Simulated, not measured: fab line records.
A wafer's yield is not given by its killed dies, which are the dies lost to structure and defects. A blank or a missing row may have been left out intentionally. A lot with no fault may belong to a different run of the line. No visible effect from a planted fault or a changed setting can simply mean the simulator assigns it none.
fab line records -- flow sky130 -- part 1 of 2: steps 1 to 28 of 36
[record] lots = 5, wafers = 15, lastDay = 48
route steps=708 shown VIA1@469 METAL2@483
lots that met no fault: taken from a fault-free run of the same line
startH: start of the lot's first displayed wafer, in hours after the record's first day -- waitH: hours since the lot's step before -- " repeats the value in the row above -- L1.1+2: a single row standing in for several wafers -- - value missing, or start not given -- * or withheld: withheld -- < > ~ a bound
route shown NAME@n: NAME is a module with steps in the file, n the number in the route of the first one -- usual: mean/standard deviation taken from wafers without a fault -- same: alike in all rows -- chamber/n: place in a boat -- sites: readings site by site -- _std_site: standard deviation across them -- _edge_site: inner sites' mean taken away from outer sites' mean -- radiusMm: how far each site lies from the wafer's centre -- mask NAME#n: copy n -- behind: tool/chamber where the wafer was last shaped -- hold: why the lot went on hold/how many hours it stayed there/how the hold came to an end -- device: transistor that didn't switch, given as n, p or np -- end of line: the route-end tests of the same wafers -- where a step has no rows: the recipe by itself -- killed: count of dies lost to structure and defects at first sort (not the wafer's yield) -- map: shows each die of a wafer: x if killed, . if not, _ if none is there
set.NAME: the setting the step ran with; set.NAME@STEP: the setting that earlier step ran with -- model.NAME: the simulator's own value behind a step, which no gauge read
lots at selected steps of the route; one table per step, one row per wafer
services: from which hour (startH, from the record's first day; less than 0 if before it) a tool's chamber was out of use, for how many hours, and why
[[steps]]
[step SKY_VIA1_DEVELOP_11]
[recipe] developTimeS = 60, resist = KrF-thick, devTempC = 21
lot.wafer,tool,chamber,startH,waitH
L076.3+4+5,lithoTrack-02,0,-,-
L080.2+4+6,lithoTrack-02,0,-,-
L081.1+4+5,lithoTrack-01,0,-,-
L086.3+4+5,lithoTrack-02,0,-,-
L090.2+5+6,lithoTrack-02,0,-,-
[step SKY_VIA1_CD_MEAS_12]
[recipe] targetCdNm = 150
[usual] cdNm = 150.0/1.7
lot.wafer,tool,chamber,startH,waitH,cdNm
L076.3,cdSem-01,-,786.66,-,151.8
L076.4,cdSem-01,-,786.66,-,149.3
L076.5,cdSem-01,-,786.66,-,150.0
L080.2,cdSem-01,-,821.79,-,150.3
L080.4,cdSem-01,-,821.79,-,151.9
L080.6,cdSem-01,-,821.79,-,150.6
L081.1,cdSem-02,-,833.05,-,148.3
L081.4,cdSem-02,-,833.05,-,149.1
L081.5,cdSem-02,-,833.05,-,149.1
L086.3,cdSem-02,-,868.01,-,150.9
L086.4,cdSem-02,-,868.01,-,150.0
L086.5,cdSem-02,-,868.01,-,151.5
L090.2,cdSem-02,-,901.14,-,148.0
L090.5,cdSem-02,-,901.14,-,149.0
L090.6,cdSem-02,-,901.14,-,146.6
[step SKY_VIA1_OVL_MEAS_13]
[usual] VIA1_OVL = 1/4.5
lot.wafer,tool,chamber,startH,waitH,VIA1_OVL[nm]
L076.3,overlay-02,-,786.75,0.1,5
L076.4,overlay-02,-,786.75,0.1,-1
L076.5,overlay-02,-,786.75,0.1,3
L080.2,overlay-01,-,821.90,0.1,-1
L080.4,overlay-01,-,821.90,0.1,3
L080.6,overlay-01,-,821.90,0.1,1
L081.1,overlay-02,-,833.17,0.1,-4
L081.4,overlay-02,-,833.17,0.1,-8
L081.5,overlay-02,-,833.17,0.1,-3
L086.3,overlay-02,-,868.10,0.1,-2
L086.4,overlay-02,-,868.10,0.1,0
L086.5,overlay-02,-,868.10,0.1,-1
L090.2,overlay-01,-,901.25,0.1,-5
L090.5,overlay-01,-,901.25,0.1,-2
L090.6,overlay-01,-,901.25,0.1,-6
[step SKY_VIA1_ETCH_14]
[recipe] chemistry = N2/H2, target = BARC, ionEnergyEv = 200, sourceW = 500, biasW = 100, pressureMtorr = 30, n2FlowSccm = 100, h2FlowSccm = 200, stopOn = SiO2, timeS = 45.9, targetDepthA = 600
[usual] drypumpMotorCurrentA = 5.8/0.32, oesProductAu = 0.854/0.0047, throttleValvePct = 13.225/0.0084
[same] timeS = 45.9
lot.wafer,tool,chamber,startH,waitH,drypumpMotorCurrentA,oesProductAu,rfHoursCounterH,throttleValvePct
L076.3,rieDiel-04,3,786.78,0.0,5.4,0.866,5,13.239
L076.4,rieDiel-04,0,786.78,0.0,5.9,0.859,7,13.218
L076.5,rieDiel-04,3,786.78,0.0,5.4,0.859,-,13.216
L080.2,rieDiel-02,0,821.93,0.0,5.3,0.857,15,13.215
L080.4,rieDiel-02,3,821.93,0.0,6.0,0.862,12,13.226
L080.6,rieDiel-02,0,821.93,0.0,5.3,0.852,-,13.213
L081.1,rieDiel-02,0,833.21,0.0,5.3,0.852,16,13.234
L081.4,rieDiel-02,3,833.21,0.0,6.0,0.848,12,13.227
L081.5,rieDiel-02,0,833.21,0.0,5.3,0.853,-,13.220
L086.3,rieDiel-01,2,868.13,0.0,5.9,0.853,15,13.221
L086.4,rieDiel-01,1,868.13,0.0,6.0,0.853,5,13.218
L086.5,rieDiel-01,3,868.13,0.0,5.6,0.857,-,13.210
L090.2,rieDiel-01,1,901.28,0.0,6.0,0.851,6,13.225
L090.5,rieDiel-01,1,901.28,0.0,6.0,0.855,-,13.232
L090.6,rieDiel-01,0,901.28,0.0,6.0,0.858,-,13.235
[step SKY_VIA1_ETCH_15]
[recipe] target = SiO2, chemistry = C4F8/O2/Ar, targetDepthNm = 351, stopOn = TiN, maskMaterial = KrF-thick, sourceW = 1500, biasW = 1200, pressureMtorr = 40, c4f8FlowSccm = withheld, O2_flow_sccm = 6, Ar_flow_sccm = 300, timeS = 54
[usual] oesProductAu = 0.982/0.0055
[same] timeS = 54
lot.wafer,tool,chamber,startH,waitH,oesProductAu,rfHoursCounterH
L076.3,rieDiel-04,3,786.82,0.0,0.980,5
L076.4,rieDiel-04,0,786.82,0.0,0.994,7
L076.5,rieDiel-04,3,786.82,0.0,0.979,-
L080.2,rieDiel-02,0,821.97,0.0,0.978,15
L080.4,rieDiel-02,3,821.97,0.0,0.980,12
L080.6,rieDiel-02,0,821.97,0.0,0.981,-
L081.1,rieDiel-02,0,833.25,0.0,0.986,16
L081.4,rieDiel-02,3,833.25,0.0,0.981,12
L081.5,rieDiel-02,0,833.25,0.0,0.990,-
L086.3,rieDiel-01,2,868.17,0.0,0.982,15
L086.4,rieDiel-01,1,868.17,0.0,0.989,5
L086.5,rieDiel-01,3,868.17,0.0,0.982,-
L090.2,rieDiel-01,1,901.32,0.0,0.988,6
L090.5,rieDiel-01,1,901.32,0.0,0.977,-
L090.6,rieDiel-01,0,901.32,0.0,0.987,-
[step SKY_VIA1_STRIP_16]
[recipe] chemistry = O2/N2, powerW = 1400, pressureMtorr = 1500, platenTempC = withheld, o2FlowSccm = 3000, n2FlowSccm = 300, overashFraction = 0.5
[usual] drypumpMotorCurrentA = 5.7/0.52, oesProductAu = 0.416/0.005, stripTimeToEndpointS = 4.445/0.019
lot.wafer,tool,chamber,startH,waitH,drypumpMotorCurrentA,oesProductAu,rfHoursCounterH,stripTimeToEndpointS
L076.3,plasmaAsher-02,0,786.90,0.1,6.1,0.414,-,4.432
L076.4,plasmaAsher-02,1,786.90,0.1,5.5,0.416,-,4.471
L076.5,plasmaAsher-02,1,786.90,0.1,5.5,0.411,-,4.427
L080.2,plasmaAsher-01,1,822.01,0.0,5.0,0.425,8,4.454
L080.4,plasmaAsher-01,0,822.01,0.0,6.4,0.419,-,4.447
L080.6,plasmaAsher-01,1,822.01,0.0,5.0,0.418,-,4.469
L081.1,plasmaAsher-04,1,833.29,0.0,5.2,0.423,40,4.442
L081.4,plasmaAsher-04,0,833.29,0.0,6.1,0.414,-,4.452
L081.5,plasmaAsher-04,1,833.29,0.0,5.1,0.420,-,4.436
L086.3,plasmaAsher-02,0,868.25,0.1,6.1,0.419,-,4.442
L086.4,plasmaAsher-02,1,868.25,0.1,5.5,0.413,-,4.446
L086.5,plasmaAsher-02,1,868.25,0.1,5.5,0.417,-,4.416
L090.2,plasmaAsher-04,0,901.36,0.0,6.2,0.409,47,4.414
L090.5,plasmaAsher-04,0,901.36,0.0,6.1,0.417,-,4.441
L090.6,plasmaAsher-04,1,901.36,0.0,5.2,0.409,-,4.445
[step SKY_VIA1_STRIP_17]
[recipe] chemistry = postEtchResidueRemover, timeS = 1200, tempC = 72.5
[usual] bathGuardTempC = 72.6/0.53
[same] timeS = 1200
lot.wafer,tool,chamber,startH,waitH,bathGuardTempC
L076.3,wetBench-02,1,786.96,0.0,72.7
L076.4,wetBench-02,1,786.96,0.0,72.9
L076.5,wetBench-02,1,786.96,0.0,73.3
L080.2,wetBench-01,3,822.11,0.1,72.9
L080.4,wetBench-01,3,822.11,0.1,73.5
L080.6,wetBench-01,3,822.11,0.1,73.5
L081.1,wetBench-04,0,833.39,0.1,72.6
L081.4,wetBench-04,0,833.39,0.1,72.8
L081.5,wetBench-04,0,833.39,0.1,72.8
L086.3,wetBench-02,1,868.31,0.0,72.7
L086.4,wetBench-02,1,868.31,0.0,73.4
L086.5,wetBench-02,1,868.31,0.0,72.8
L090.2,wetBench-02,2,901.46,0.1,72.1
L090.5,wetBench-02,2,901.46,0.1,71.7
L090.6,wetBench-02,2,901.46,0.1,71.8
[step SKY_VIA1_CLEAN_18]
[recipe] chemistry = IPA, timeS = 180, tempC = 25
[same] timeS = 180
lot.wafer,tool,chamber,startH,waitH
L076.3+4+5,wetBench-04,0,787.31,0.0
L080.2+4+6,wetBench-02,0,822.49,0.0
L081.1+4+5,wetBench-04,1,833.74,0.0
L086.3+4+5,wetBench-01,1,868.66,0.0
L090.2+5+6,wetBench-04,2,901.81,0.0
[step SKY_VIA1_CLEAN_19]
[recipe] chemistry = O3/DIW, dry = n2Spin
lot.wafer,tool,chamber,startH,waitH
L076.3+4+5,wetBench-02,1,787.43,0.0
L080.2+4+6,wetBench-04,1,822.55,0.0
L081.1+4+5,wetBench-04,3,833.79,0.0
L086.3+4+5,wetBench-04,2,868.71,0.0
L090.2+5+6,wetBench-02,3,901.88,0.0
[step SKY_VIA1_SPUTTER_20]
[recipe] material = TiN, targetThkNm = 20, chamberPressurePa = 5, powerW = 4000, timeS = 80
[usual] throttleValvePct = 29.5/1.4
[same] timeS = 80
lot.wafer,tool,chamber,startH,waitH,throttleValvePct
L076.3,pvdSputter-01,-,787.52,0.0,28.8
L076.4,pvdSputter-01,-,787.52,0.0,28.6
L076.5,pvdSputter-01,-,787.52,0.0,29.1
L080.2,pvdSputter-02,-,822.65,0.0,30.4
L080.4,pvdSputter-02,-,822.65,0.0,26.7
L080.6,pvdSputter-02,-,822.65,0.0,30.4
L081.1,pvdSputter-03,-,833.89,0.0,30.0
L081.4,pvdSputter-03,-,833.89,0.0,29.2
L081.5,pvdSputter-03,-,833.89,0.0,31.5
L086.3,pvdSputter-01,-,868.81,0.0,28.7
L086.4,pvdSputter-01,-,868.81,0.0,29.3
L086.5,pvdSputter-01,-,868.81,0.0,28.8
L090.2,pvdSputter-01,-,901.97,0.0,32.2
L090.5,pvdSputter-01,-,901.97,0.0,32.3
L090.6,pvdSputter-01,-,901.97,0.0,28.6
[step SKY_VIA1_CVD_21]
[recipe] material = W, targetThkNm = 270, timeS = 80.902, tempC = 400, pressureTorr = 40
[usual] chamberPressureTorr = 40.00/0.089, heaterPowerW = 954/100
[same] timeS = 80.902
lot.wafer,tool,chamber,startH,waitH,chamberPressureTorr,heaterPowerW
L076.3,cvdW-02,1,787.62,0.1,40.15,839
L076.4,cvdW-02,0,787.62,0.1,39.93,1035
L076.5,cvdW-02,1,787.62,0.1,40.01,845
L080.2,cvdW-01,1,822.71,0.0,39.93,885
L080.4,cvdW-01,1,822.71,0.0,40.14,903
L080.6,cvdW-01,0,822.71,0.0,39.91,1090
L081.1,cvdW-01,0,833.95,0.0,40.00,1062
L081.4,cvdW-01,1,833.95,0.0,39.96,894
L081.5,cvdW-01,0,833.95,0.0,39.88,1072
L086.3,cvdW-01,0,868.91,0.1,40.02,1082
L086.4,cvdW-01,1,868.91,0.1,40.10,892
L086.5,cvdW-01,0,868.91,0.1,40.07,1062
L090.2,cvdW-02,1,902.03,0.0,39.86,868
L090.5,cvdW-02,0,902.03,0.0,39.91,1056
L090.6,cvdW-02,1,902.03,0.0,40.00,823
[step SKY_VIA1_RS_MEAS_22]
[recipe] thkMeasGauge = four-point-probe, reads = W_of_VIA1_CVD_21+TiN_of_VIA1_SPUTTER_20
[usual] VIA1_W_RS = 0.427/0.0035
lot.wafer,tool,chamber,startH,waitH,VIA1_W_RS[ohm/sq]
L076.3,filmMetro-04,-,787.72,0.1,0.428
L076.4,filmMetro-04,-,787.72,0.1,0.432
L076.5,filmMetro-04,-,787.72,0.1,0.428
L080.2,filmMetro-04,-,822.82,0.1,0.432
L080.4,filmMetro-04,-,822.82,0.1,0.436
L080.6,filmMetro-04,-,822.82,0.1,0.431
L081.1,filmMetro-03,-,834.04,0.1,0.433
L081.4,filmMetro-03,-,834.04,0.1,0.426
L081.5,filmMetro-03,-,834.04,0.1,0.431
L086.3,filmMetro-03,-,869.01,0.1,0.431
L086.4,filmMetro-03,-,869.01,0.1,0.433
L086.5,filmMetro-03,-,869.01,0.1,0.429
L090.2,filmMetro-04,-,902.14,0.1,0.428
L090.5,filmMetro-04,-,902.14,0.1,0.429
L090.6,filmMetro-04,-,902.14,0.1,0.428
[step SKY_VIA1_THK_MEAS_23]
[recipe] thkMeasGauge = xrf, reads = W_of_VIA1_CVD_21
[usual] VIA1_W_THK = 257/3.5
lot.wafer,tool,chamber,startH,waitH,VIA1_W_THK[nm]
L076.3,filmMetro-04,-,787.82,0.1,257
L076.4,filmMetro-04,-,787.82,0.1,253
L076.5,filmMetro-04,-,787.82,0.1,256
L080.2,filmMetro-04,-,822.93,0.1,251
L080.4,filmMetro-04,-,822.93,0.1,250
L080.6,filmMetro-04,-,822.93,0.1,253
L081.1,filmMetro-03,-,834.16,0.1,259
L081.4,filmMetro-03,-,834.16,0.1,261
L081.5,filmMetro-03,-,834.16,0.1,259
L086.3,filmMetro-03,-,869.11,0.1,260
L086.4,filmMetro-03,-,869.11,0.1,258
L086.5,filmMetro-03,-,869.11,0.1,261
L090.2,filmMetro-04,-,902.25,0.1,254
L090.5,filmMetro-04,-,902.25,0.1,253
L090.6,filmMetro-04,-,902.25,0.1,255
[step SKY_VIA1_CMP_24]
[recipe] stopOn = SiO2, tOverpolishS = 15, downForcePsi = 3.5, platenRpm = 60, targetThkNm = 0, padVelocityMS = 0.94248
[usual] motorCurrentA = 10.8/1, overpolishRunS = 15.000/0.0089, retainingRingPressureFrac = 0.999/0.0047, slurryFlowMlMin = 150.0/0.47, timeToEndpointS = 66.0/2.7
lot.wafer,tool,chamber,startH,waitH,motorCurrentA,overpolishRunS,retainingRingPressureFrac,slurryFlowMlMin,timeToEndpointS
L076.4,cmp-01,2,787.86,0.0,11.0,14.992,0.997,149.6,65.7
L076.3,cmp-01,3,787.86,0.0,10.9,14.996,0.999,150.3,65.2
L076.5,cmp-01,3,787.86,0.0,10.5,15.005,1.004,149.4,66.3
L080.4,cmp-02,1,823.03,0.1,12.0,14.993,1.003,149.8,65.2
L080.2,cmp-02,2,823.03,0.1,13.4,14.996,0.997,151.0,66.0
L080.6,cmp-02,0,823.03,0.1,11.4,15.003,1.002,150.2,65.4
L081.1,cmp-02,2,834.22,0.1,12.5,14.998,0.997,150.1,66.1
L081.4,cmp-02,0,834.22,0.1,11.2,15.007,1.006,149.7,66.8
L081.5,cmp-02,3,834.22,0.1,9.2,14.993,1.004,149.6,69.5
L086.4,cmp-02,1,869.20,0.1,11.8,15.006,0.997,150.5,62.2
L086.3,cmp-02,2,869.20,0.1,12.2,15.014,1.002,149.8,64.4
L086.5,cmp-02,0,869.20,0.1,11.4,14.997,0.999,150.9,61.7
L090.2,cmp-02,0,902.45,0.2,11.8,15.011,1.005,149.8,62.6
L090.5,cmp-02,1,902.45,0.2,11.7,15.007,0.997,149.6,59.9
L090.6,cmp-02,2,902.45,0.2,12.5,14.989,0.998,150.4,63.0
[step SKY_METAL2_SPUTTER_00]
[recipe] material = Ti, targetThkNm = 15, powerW = 3000, timeS = 10, chamberPressurePa = 0.4
[usual] throttleValvePct = 29.6/1.1
[same] timeS = 10
lot.wafer,tool,chamber,startH,waitH,throttleValvePct
L076.3,pvdSputter-04,-,788.16,0.2,28.6
L076.4,pvdSputter-04,-,788.16,0.2,30.9
L076.5,pvdSputter-04,-,788.16,0.2,30.2
L080.2,pvdSputter-03,-,823.28,0.1,31.5
L080.4,pvdSputter-03,-,823.28,0.1,28.7
L080.6,pvdSputter-03,-,823.28,0.1,29.0
L081.1,pvdSputter-03,-,834.52,0.2,29.1
L081.4,pvdSputter-03,-,834.52,0.2,31.2
L081.5,pvdSputter-03,-,834.52,0.2,29.0
L086.3,pvdSputter-03,-,869.45,0.1,29.0
L086.4,pvdSputter-03,-,869.45,0.1,31.4
L086.5,pvdSputter-03,-,869.45,0.1,28.9
L090.2,pvdSputter-04,-,902.60,0.1,30.3
L090.5,pvdSputter-04,-,902.60,0.1,30.4
L090.6,pvdSputter-04,-,902.60,0.1,28.8
[step SKY_METAL2_SPUTTER_01]
[recipe] material = TiN, targetThkNm = 20, powerW = 6500, timeS = 16.7, chamberPressurePa = 0.4
[usual] throttleValvePct = 29.6/1.2
[same] timeS = 16.7
lot.wafer,tool,chamber,startH,waitH,throttleValvePct
L076.3,pvdSputter-04,-,788.18,0.0,28.8
L076.4,pvdSputter-04,-,788.18,0.0,31.0
L076.5,pvdSputter-04,-,788.18,0.0,30.6
L080.2,pvdSputter-03,-,823.30,0.0,31.3
L080.4,pvdSputter-03,-,823.30,0.0,28.8
L080.6,pvdSputter-03,-,823.30,0.0,28.8
L081.1,pvdSputter-03,-,834.54,0.0,29.1
L081.4,pvdSputter-03,-,834.54,0.0,31.4
L081.5,pvdSputter-03,-,834.54,0.0,29.0
L086.3,pvdSputter-03,-,869.47,0.0,28.8
L086.4,pvdSputter-03,-,869.47,0.0,31.3
L086.5,pvdSputter-03,-,869.47,0.0,28.8
L090.2,pvdSputter-04,-,902.62,0.0,30.3
L090.5,pvdSputter-04,-,902.62,0.0,30.3
L090.6,pvdSputter-04,-,902.62,0.0,28.8
[step SKY_METAL2_SPUTTER_02]
[recipe] material = AlCu, targetThkNm = 250, powerW = 10600, timeS = 13.3, chamberPressurePa = 0.4
[usual] throttleValvePct = 29.6/1.1
[same] timeS = 13.3
lot.wafer,tool,chamber,startH,waitH,throttleValvePct
L076.3,pvdSputter-04,-,788.21,0.0,28.5
L076.4,pvdSputter-04,-,788.21,0.0,31.0
L076.5,pvdSputter-04,-,788.21,0.0,30.1
L080.2,pvdSputter-03,-,823.33,0.0,31.4
L080.4,pvdSputter-03,-,823.33,0.0,28.6
L080.6,pvdSputter-03,-,823.33,0.0,29.0
L081.1,pvdSputter-03,-,834.57,0.0,29.0
L081.4,pvdSputter-03,-,834.57,0.0,31.5
L081.5,pvdSputter-03,-,834.57,0.0,28.7
L086.3,pvdSputter-03,-,869.50,0.0,29.0
L086.4,pvdSputter-03,-,869.50,0.0,31.4
L086.5,pvdSputter-03,-,869.50,0.0,28.6
L090.2,pvdSputter-04,-,902.65,0.0,30.3
L090.5,pvdSputter-04,-,902.65,0.0,30.3
L090.6,pvdSputter-04,-,902.65,0.0,28.7
[step SKY_METAL2_SPUTTER_03]
[recipe] material = Ti, targetThkNm = 5, powerW = 3000, timeS = 3.3, chamberPressurePa = 0.4
[usual] throttleValvePct = 29.6/1.2
[same] timeS = 3.3
lot.wafer,tool,chamber,startH,waitH,throttleValvePct
L076.3,pvdSputter-04,-,788.23,0.0,28.5
L076.4,pvdSputter-04,-,788.23,0.0,31.0
L076.5,pvdSputter-04,-,788.23,0.0,30.1
L080.2,pvdSputter-03,-,823.35,0.0,31.3
L080.4,pvdSputter-03,-,823.35,0.0,28.9
L080.6,pvdSputter-03,-,823.35,0.0,28.9
L081.1,pvdSputter-03,-,834.59,0.0,29.2
L081.4,pvdSputter-03,-,834.59,0.0,31.4
L081.5,pvdSputter-03,-,834.59,0.0,28.8
L086.3,pvdSputter-03,-,869.52,0.0,28.7
L086.4,pvdSputter-03,-,869.52,0.0,31.5
L086.5,pvdSputter-03,-,869.52,0.0,28.9
L090.2,pvdSputter-04,-,902.67,0.0,30.0
L090.5,pvdSputter-04,-,902.67,0.0,30.4
L090.6,pvdSputter-04,-,902.67,0.0,28.6
[step SKY_METAL2_SPUTTER_04]
[recipe] material = TiN, targetThkNm = 70, powerW = 6500, timeS = 58.3, chamberPressurePa = 0.4
[usual] throttleValvePct = 29.6/1.2
[same] timeS = 58.3
lot.wafer,tool,chamber,startH,waitH,throttleValvePct
L076.3,pvdSputter-04,-,788.25,0.0,28.8
L076.4,pvdSputter-04,-,788.25,0.0,31.0
L076.5,pvdSputter-04,-,788.25,0.0,30.2
L080.2,pvdSputter-03,-,823.37,0.0,31.1
L080.4,pvdSputter-03,-,823.37,0.0,29.0
L080.6,pvdSputter-03,-,823.37,0.0,28.9
L081.1,pvdSputter-03,-,834.61,0.0,29.0
L081.4,pvdSputter-03,-,834.61,0.0,31.5
L081.5,pvdSputter-03,-,834.61,0.0,28.7
L086.3,pvdSputter-03,-,869.54,0.0,28.9
L086.4,pvdSputter-03,-,869.54,0.0,31.7
L086.5,pvdSputter-03,-,869.54,0.0,28.9
L090.2,pvdSputter-04,-,902.69,0.0,30.4
L090.5,pvdSputter-04,-,902.69,0.0,30.2
L090.6,pvdSputter-04,-,902.69,0.0,28.6
[step SKY_METAL2_RS_MEAS_05]
[recipe] thkMeasGauge = four-point-probe, reads = TiN_of_METAL2_SPUTTER_04+Ti_of_METAL2_SPUTTER_03+AlCu_of_METAL2_SPUTTER_02+TiN_of_METAL2_SPUTTER_01+Ti_of_METAL2_SPUTTER_00
[usual] METAL2_ALCU_RS = 0.1270/0.0014
lot.wafer,tool,chamber,startH,waitH,METAL2_ALCU_RS[ohm/sq]
L076.3,filmMetro-04,-,788.34,0.1,0.1251
L076.4,filmMetro-04,-,788.34,0.1,0.1252
L076.5,filmMetro-04,-,788.34,0.1,0.1259
L080.2,filmMetro-01,-,823.44,0.0,0.1281
L080.4,filmMetro-01,-,823.44,0.0,0.1278
L080.6,filmMetro-01,-,823.44,0.0,0.1263
L081.1,filmMetro-01,-,834.66,0.0,0.1281
L081.4,filmMetro-01,-,834.66,0.0,0.1284
L081.5,filmMetro-01,-,834.66,0.0,0.1281
L086.3,filmMetro-04,-,869.63,0.1,0.1272
L086.4,filmMetro-04,-,869.63,0.1,0.1294
L086.5,filmMetro-04,-,869.63,0.1,0.1277
L090.2,filmMetro-01,-,902.76,0.0,0.1279
L090.5,filmMetro-01,-,902.76,0.0,0.1282
L090.6,filmMetro-01,-,902.76,0.0,0.1256
[step SKY_METAL2_THK_MEAS_06]
[recipe] thkMeasGauge = xrf, reads = AlCu_of_METAL2_SPUTTER_02
[usual] METAL2_ALCU_THK = 248/3
lot.wafer,tool,chamber,startH,waitH,METAL2_ALCU_THK[nm]
L076.3,filmMetro-04,-,788.44,0.1,250
L076.4,filmMetro-04,-,788.44,0.1,250
L076.5,filmMetro-04,-,788.44,0.1,248
L080.2,filmMetro-01,-,823.55,0.1,245
L080.4,filmMetro-01,-,823.55,0.1,246
L080.6,filmMetro-01,-,823.55,0.1,248
L081.1,filmMetro-01,-,834.78,0.1,245
L081.4,filmMetro-01,-,834.78,0.1,243
L081.5,filmMetro-01,-,834.78,0.1,246
L086.3,filmMetro-04,-,869.73,0.1,248
L086.4,filmMetro-04,-,869.73,0.1,242
L086.5,filmMetro-04,-,869.73,0.1,247
L090.2,filmMetro-01,-,902.87,0.1,246
L090.5,filmMetro-01,-,902.87,0.1,248
L090.6,filmMetro-01,-,902.87,0.1,251
[step SKY_METAL2_DEHYDRATE_07]
[recipe] tempC = 200, timeS = 60
[same] timeS = 60
lot.wafer,tool,chamber,startH,waitH
L076.3+4+5,lithoTrack-04,0,800.73,12.3
L080.2+4+6,lithoTrack-04,0,835.95,12.4
L081.1+4+5,lithoTrack-03,0,847.32,12.5
L086.3+4+5,lithoTrack-01,0,881.95,12.2
L090.2+5+6,lithoTrack-04,0,915.36,12.5
[step SKY_METAL2_HMDS_08]
[recipe] primeTimeS = 60, primeTempC = 120
lot.wafer,tool,chamber,startH,waitH
L076.3+4+5,lithoTrack-04,0,800.88,0.1
L080.2+4+6,lithoTrack-04,0,836.10,0.1
L081.1+4+5,lithoTrack-03,0,847.47,0.1
L086.3+4+5,lithoTrack-01,0,882.10,0.1
L090.2+5+6,lithoTrack-04,0,915.51,0.1
[step SKY_METAL2_COAT_09]
[recipe] resist = BARC, tempC = withheld, timeS = withheld, spinRpm = 3000, resistThkNm = 60
lot.wafer,tool,chamber,startH,waitH
L076.3+4+5,lithoTrack-04,0,801.03,0.1
L080.2+4+6,lithoTrack-04,0,836.25,0.1
L081.1+4+5,lithoTrack-03,0,847.62,0.1
L086.3+4+5,lithoTrack-01,0,882.25,0.1
L090.2+5+6,lithoTrack-04,0,915.66,0.1
[step SKY_METAL2_COAT_10]
[recipe] resist = KrF-thick, spinRpm = 3000, resistThkNm = 450
lot.wafer,tool,chamber,startH,waitH
L076.3+4+5,lithoTrack-04,0,-,-
L080.2+4+6,lithoTrack-04,0,-,-
L081.1+4+5,lithoTrack-03,0,-,-
L086.3+4+5,lithoTrack-01,0,-,-
L090.2+5+6,lithoTrack-04,0,-,-
[step SKY_METAL2_SOFTBAKE_11]
[recipe] tempC = 100, timeS = 90, resist = KrF-thick
[same] timeS = 90
lot.wafer,tool,chamber,startH,waitH
L076.3+4+5,lithoTrack-04,0,-,-
L080.2+4+6,lithoTrack-04,0,-,-
L081.1+4+5,lithoTrack-03,0,-,-
L086.3+4+5,lithoTrack-01,0,-,-
L090.2+5+6,lithoTrack-04,0,-,-
[step SKY_METAL2_EXPOSE_12]
[recipe] maskId = MM2, na = 0.8, sourceShape = annular, sigmaInner = 0.55, sigmaOuter = 0.85, targetCdNm = 140, doseMj = 28
[same] sigmaInner = 0.55, sigmaOuter = 0.85
lot.wafer,tool,chamber,startH,waitH,mask
L076.3+4+5,krfScanner-01,0,-,-,MM2#0
L080.2+4+6,krfScanner-02,0,-,-,MM2#0
L081.1+4+5,krfScanner-02,0,-,-,MM2#0
L086.3+4+5,krfScanner-01,0,-,-,MM2#0
L090.2+5+6,krfScanner-01,0,-,-,MM2#0
[step SKY_METAL2_PEB_13]
[recipe] pebTempC = withheld, pebTimeS = withheld, resist = KrF-thick
lot.wafer,tool,chamber,startH,waitH
L076.3+4+5,lithoTrack-01,0,-,-
L080.2+4+6,lithoTrack-01,0,-,-
L081.1+4+5,lithoTrack-04,0,-,-
L086.3+4+5,lithoTrack-03,0,-,-
L090.2+5+6,lithoTrack-01,0,-,-
